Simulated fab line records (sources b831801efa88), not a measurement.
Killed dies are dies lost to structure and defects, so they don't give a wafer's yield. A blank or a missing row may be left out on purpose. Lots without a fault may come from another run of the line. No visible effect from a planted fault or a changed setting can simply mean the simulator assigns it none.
The tool behind it: which one?    flow sky130    13 lots with 39 wafers sampled at 5 steps, on a route of 708 steps

## WHAT THE GAUGES READ, wafer by wafer
SKY_PWDE_OVL_MEAS_07. Usual: PWDE_OVL -1.3 nm, standard deviation 1.4.
lot   measured     on          PWDE_OVL (nm)   flag
L401  day 3 20:35  overlay-02  -2.7 -5.5 -1.6  
L402  day 4 01:08  overlay-02  -1.5 -0.8 -1.6  
L403  day 4 09:13  overlay-01  -1.7 -3.6 -2.2  
L405  day 4 18:23  overlay-01  -0.2 -0.7 -2.3  
L406  day 4 23:34  overlay-02  -2.0 -3.2 -1.7  
L408  day 5 14:05  overlay-01  - - -           OFF
L409  day 6 04:01  overlay-02  -2.3 -2.0 -0.3  
L416  day 7 10:44  overlay-01  -4.0 -0.8 -2.3  
L417  day 7 15:29  overlay-01  -0.4 0.0 -1.3   
L418  day 7 18:22  overlay-01  -1.5 -1.2 -1.7  
L420  day 8 09:41  overlay-01  -1.9 -1.6 -2.2  
L423  day 9 05:05  overlay-02  -1.9 -3.3 -2.6  
L424  day 9 11:46  overlay-01  -1.5 -0.8 -1.5  

SKY_PWDE_TW_MEAS_10. Usual: PWDE_TW 374.5, standard deviation 2.1.
lot   measured     on            PWDE_TW            flag
L401  day 3 20:52  filmMetro-02  374.9 375.2 374.4  
L402  day 4 01:26  filmMetro-01  374.2 373.6 371.9  
L403  day 4 09:29  filmMetro-02  374.7 374.0 374.0  
L405  day 4 18:43  filmMetro-02  375.6 374.0 373.7  
L406  day 4 23:50  filmMetro-03  379.2 377.3 378.7  
L408  day 5 14:23  filmMetro-02  29.9 30.0 29.8     OFF
L409  day 6 04:18  filmMetro-03  376.4 376.3 377.1  
L416  day 7 11:02  filmMetro-01  371.6 371.9 372.8  
L417  day 7 15:46  filmMetro-03  375.4 375.4 372.7  
L418  day 7 18:39  filmMetro-02  369.4 374.7 372.2  
L420  day 8 09:58  filmMetro-03  377.3 376.8 374.6  
L423  day 9 05:22  filmMetro-01  373.9 372.9 373.3  
L424  day 9 12:04  filmMetro-03  377.4 376.4 377.3  

SKY_NWELL_OVL_MEAS_10. Usual: NWELL_00_OVL -0.6 nm, standard deviation 1.4.
lot   measured      on          NWELL_00_OVL (nm)  flag
L401  day 4 12:55   overlay-02  3.8 2.3 1.2        
L402  day 4 17:58   overlay-02  -0.4 -1.1 0.2      
L403  day 5 01:48   overlay-01  -0.8 -0.4 -0.2     
L405  day 5 11:25   overlay-02  -0.6 -2.6 -2.6     
L406  day 5 16:15   overlay-01  -1.7 0.7 0.0       
L408  day 6 08:19   overlay-02  -2.3 -1.3 -2.4     
L409  day 6 23:16   overlay-01  0.7 -0.5 0.7       
L416  day 8 06:37   overlay-02  -0.2 0.4 0.2       
L417  day 8 10:18   overlay-01  -0.8 0.0 -2.0      
L418  day 8 14:07   overlay-01  -0.1 -0.6 -0.5     
L420  day 9 06:28   overlay-01  -1.1 -1.9 -1.7     
L423  day 10 03:22  overlay-02  1.4 -0.1 0.7       
L424  day 10 09:11  overlay-01  -1.1 -0.2 -1.3     

## TOOL THAT RAN EACH LOT (tool first, then ch and the chambers of the sampled wafers, then the start)
lot   SKY_FIELD_ISO_ETCH_15             SKY_PWDE_EXPOSE_04
L401  rieDiel-02 ch 0,1, day 2 05:57    ilineStepper-02 ch 0, day 3 12:26
L402  rieDiel-04 ch 0,1,2, day 2 09:21  ilineStepper-02 ch 0, day 3 16:56
L403  rieDiel-01 ch 1,3, day 2 14:46    ilineStepper-02 ch 0, day 4 00:47
L405  rieDiel-01 ch 0,1,2, day 3 01:48  ilineStepper-02 ch 0, day 4 11:20
L406  rieDiel-02 ch 0,2,3, day 3 07:49  ilineStepper-02 ch 0, day 4 15:35
L408  rieDiel-01 ch 0,2, day 3 17:40    ilineStepper-02 ch 0, day 5 05:56
L409  rieDiel-04 ch 0,1, day 3 23:06    ilineStepper-01 ch 0, day 5 19:08
L416  rieDiel-01 ch 0,2,3, day 5 12:22  ilineStepper-02 ch 0, day 7 01:10
L417  rieDiel-04 ch 0,1,3, day 5 17:19  ilineStepper-02 ch 0, day 7 06:04
L418  rieDiel-01 ch 2,3, day 5 21:49    ilineStepper-01 ch 0, day 7 08:20
L420  rieDiel-01 ch 1,2, day 6 09:39    ilineStepper-01 ch 0, day 8 00:04
L423  rieDiel-04 ch 2,3, day 7 02:15    ilineStepper-02 ch 0, day 8 18:01
L424  rieDiel-04 ch 1,2,3, day 7 04:59  ilineStepper-02 ch 0, day 9 01:23
- SKY_FIELD_ISO_ETCH_15: etches the open film in CHF3/O2, stops on Si, target depth 180 nm, time 72 s.
- SKY_PWDE_EXPOSE_04: exposes mask PWDEM, target cd 840 nm.

## WHAT THE TOOLS THEMSELVES READ (means of the sampled wafers that have a number; where no wafer has one, the mark that the record gives instead)
SKY_FIELD_ISO_ETCH_15. Usual: drypumpMotorCurrentA 5.9 A, standard deviation 0.47; oesProductAu 0.948 a.u., standard deviation 0.0061; throttleValvePct 8.845 %, standard deviation 0.0089.
lot   tool        drypumpMotorCurrentA (A)  oesProductAu (a.u.)  throttleValvePct (%)  flag
L401  rieDiel-02  5.5                       0.941                8.849                 
L402  rieDiel-04  6.0                       0.948                8.841                 
L403  rieDiel-01  6.1                       0.948                8.848                 
L405  rieDiel-01  5.8                       0.957                8.847                 
L406  rieDiel-02  6.0                       0.944                8.842                 
L408  rieDiel-01  5.7                       0.946                8.852                 
L409  rieDiel-04  6.3                       0.943                8.848                 
L416  rieDiel-01  6.0                       0.946                8.852                 
L417  rieDiel-04  5.8                       0.944                8.844                 
L418  rieDiel-01  6.3                       0.948                8.839                 
L420  rieDiel-01  5.9                       0.949                8.846                 
L423  rieDiel-04  5.1                       0.954                8.837                 
L424  rieDiel-04  5.6                       0.947                8.844                 

## THE ANSWER, worked out from the rows above alone
Rule: a lot is off if the mean of its wafers that have a number lies more than 3 standard deviations from the usual mean. Also off: a lot with no number at a reading for which 4 or more lots have one. All remaining lots with rows at the step are treated as sound. First the gauges in route order, then the tools' own readings, where a lot's mean is used as printed above. The first step at which some lot is off is used, and at that step the reading that is off furthest; a lot without a number counts as furthest.
Off: L408, seen at SKY_PWDE_OVL_MEAS_07 (PWDE_OVL). Without a number there: L408.
If a tool, at a process step before that reading, ran all the lots that are off and no sound lot after the first of them, it fits. The gauges at SKY_PWDE_OVL_MEAS_07 aren't tried: what is off there is off at SKY_PWDE_TW_MEAS_10 too, on other tools, and a gauge's error can't cause that. None of those tried fits.

## WHAT HAD BEEN PUT IN BY THE SIMULATOR
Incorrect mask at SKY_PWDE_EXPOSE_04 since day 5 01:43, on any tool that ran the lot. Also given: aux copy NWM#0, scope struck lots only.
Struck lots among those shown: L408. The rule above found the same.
